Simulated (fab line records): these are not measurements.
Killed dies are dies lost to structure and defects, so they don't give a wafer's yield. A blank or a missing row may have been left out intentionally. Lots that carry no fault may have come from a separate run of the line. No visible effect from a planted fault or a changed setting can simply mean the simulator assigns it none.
Comparing a struck lot with a sound one / flow sky130 / 44 steps out of a route of 708
Sound: these wafers, L508.1, L508.5, L508.6. Wafers struck: L517.3, L517.4, L517.5. The cause comes at the end.
Per side, at each step with rows, come the tool, then ch with its chambers, and then its first start. Under that, the readings that differ: sound wafers / struck wafers / difference of the means / sigmas: that difference in standard deviations of wafers without a fault.
alike: same words and numbers on both sides, and readings whose means sit less than 2 such deviations apart. not compared: any withheld reading, any reading some wafer has no value for, any bound like >300 that may hide the same value, and any number with overlapping values for which the record gives no deviation.
Wherever a step has rows on one side only, a row that says differs or no value, or a row with sigmas, the two part there. Numbers that don't overlap but have no deviation are shown without sigmas and don't part them. Lack of a reading on every wafer of one side parts them only where that side has two or more wafers.

first, 2 steps without rows for these wafers: SKY_DNWELL_DEVELOP_06 (develop time 60 s); SKY_DNWELL_IMPLANT_07.
SKY_DNWELL_STRIP_08: strips in O2/N2.
  sound on plasma_asher-02 ch 0,1, day 4 15:17; struck on plasma_asher-04 ch 0,1, day 6 17:14
  alike: drypump_motor_current_A, oes_product_au, strip_time_to_endpoint_s
  not compared: rf_hours_counter_h
SKY_DNWELL_TW_MEAS_09:
  struck on film_metro-03, day 6 17:19; sound on film_metro-01, day 4 15:23
  alike: DNWELL_TW
then, 7 steps without rows for these wafers: SKY_PWDE_DEHYDRATE_00 (time 60 s); SKY_PWDE_HMDS_01 (prime time 60 s); SKY_PWDE_COAT_02 (resist thk 3000 nm); SKY_PWDE_SOFTBAKE_03; SKY_PWDE_EXPOSE_04 (exposes mask PWDEM, target cd 840 nm); SKY_PWDE_PEB_05; SKY_PWDE_DEVELOP_06 (develop time 60 s).
SKY_PWDE_OVL_MEAS_07:
  struck on overlay-01, day 7 12:37; sound on overlay-01, day 5 08:30
  alike: PWDE_OVL
SKY_PWDE_IMPLANT_08:
  sound on implanter-01 ch 0, day 5 08:32; struck on implanter-01 ch 0, day 7 12:41
reading=dose_ions_cm2; sound=3.602e+12 3.593e+12 3.601e+12; struck=3.517e+12 3.52e+12 3.519e+12; difference=-8.000e+10; sigmas=-19
  alike: beam_energy_keV
SKY_PWDE_STRIP_09: strips in O2/N2.
  sound on plasma_asher-04 ch 0,1, day 5 08:41; struck on plasma_asher-03 ch 0,1, day 7 12:50
  alike: drypump_motor_current_A, oes_product_au, strip_time_to_endpoint_s
  not compared: rf_hours_counter_h
SKY_PWDE_TW_MEAS_10:
  struck on film_metro-02, day 7 12:55; sound on film_metro-03, day 5 08:47
  alike: PWDE_TW
then, 7 steps without rows for these wafers: SKY_NWELL_DEHYDRATE_03 (time 60 s); SKY_NWELL_HMDS_04 (prime time 60 s); SKY_NWELL_COAT_05 (resist thk 3000 nm); SKY_NWELL_SOFTBAKE_06; SKY_NWELL_EXPOSE_07 (exposes mask NWM, target cd 840 nm); SKY_NWELL_PEB_08; SKY_NWELL_DEVELOP_09 (develop time 60 s).
SKY_NWELL_OVL_MEAS_10:
  struck on overlay-01, day 8 09:06; sound on overlay-02, day 6 01:34
  alike: NWELL_00_OVL
then, 3 steps without rows for these wafers: SKY_NWELL_IMPLANT_11; SKY_NWELL_IMPLANT_12; SKY_NWELL_IMPLANT_13.
SKY_NWELL_STRIP_14: strips in O2/N2.
  sound on plasma_asher-01 ch 0,1, day 6 02:02; struck on plasma_asher-03 ch 0,1, day 8 09:37
  alike: drypump_motor_current_A, oes_product_au, strip_time_to_endpoint_s
  not compared: rf_hours_counter_h
SKY_NWELL_TW_MEAS_15:
  struck on film_metro-02, day 8 09:42; sound on film_metro-03, day 6 02:08
  alike: NWELL_TW
then, 7 steps without rows for these wafers: SKY_NWELL_DEHYDRATE_16 (time 60 s); SKY_NWELL_HMDS_17 (prime time 60 s); SKY_NWELL_COAT_18 (resist thk 3000 nm); SKY_NWELL_SOFTBAKE_19; SKY_NWELL_EXPOSE_20 (exposes mask NWM COMPLEMENT, target cd 840 nm); SKY_NWELL_PEB_21; SKY_NWELL_DEVELOP_22 (develop time 60 s).
SKY_NWELL_OVL_MEAS_23:
  struck on overlay-01, day 9 06:26; sound on overlay-02, day 6 19:32
  alike: NWELL_01_OVL
following that, these wafers have no rows for 1 step: SKY_NWELL_IMPLANT_24.
SKY_NWELL_STRIP_25: strips in O2/N2.
  sound on plasma_asher-03 ch 0,1, day 6 19:44; struck on plasma_asher-01 ch 0,1, day 9 06:38
  alike: drypump_motor_current_A, oes_product_au, strip_time_to_endpoint_s
  not compared: rf_hours_counter_h
SKY_NWELL_TW_MEAS_26:
  struck on film_metro-01, day 9 06:44; sound on film_metro-02, day 6 19:50
  alike: NWELL_2_TW
then, 1 step without rows for these wafers: SKY_NWELL_CLEAN_27 (cleans in SC1/SC2, time 150 s).
SKY_NWELL_RTA_28: time 30 s.
  sound on rtp_anneal-02 ch 0, day 6 19:56; struck on rtp_anneal-02 ch 0, day 9 06:55
  alike: lamp_power_pct, wafer_temp_C_max
SKY_NWELL_RS_MEAS_29: the measuring method here is four-point-probe.
  struck on film_metro-03, day 9 07:01; sound on film_metro-03, day 6 20:02
  alike: NWELL_RS
SKY_NWELL_RS_MEAS_31: the measuring method here is four-point-probe.
  struck on film_metro-03, day 9 07:16; sound on film_metro-03, day 6 20:17
reading=PWDE_RS (ohm/sq); sound=5260 5259 5276; struck=5372 5385 5390; difference=+117; sigmas=+7
-- the record jumps here: 40 days lie between the struck wafers' starts before and after (it left off in module NWELL and takes up again in module PAD_OPEN, whose first step shown is number 708 of the route) --
SKY_PAD_OPEN_PROBE_99:
  struck on prober-01, day 49 12:10; sound on prober-01, day 47 14:14
reading=model.etest.res_pwde_under_gate.rs_ohm_sq; sound=6146 6205 6210; struck=6363 6332 6404; difference=+179; sigmas=
  alike: killed_at_M0_to_M3, killed_at_M4_up, killed_at_contacts, killed_at_front_end, killed_at_other, killed_dies, killed_open, killed_short

## WHERE THEY PART
First at SKY_PWDE_IMPLANT_08; last, within this record, at SKY_NWELL_RS_MEAS_31. Later steps at which nothing parts them and some readings are alike: SKY_PAD_OPEN_PROBE_99.

WHY: what had been put in by the simulator
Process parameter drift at SKY_PWDE_IMPLANT_08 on implanter-01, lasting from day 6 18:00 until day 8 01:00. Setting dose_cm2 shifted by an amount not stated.
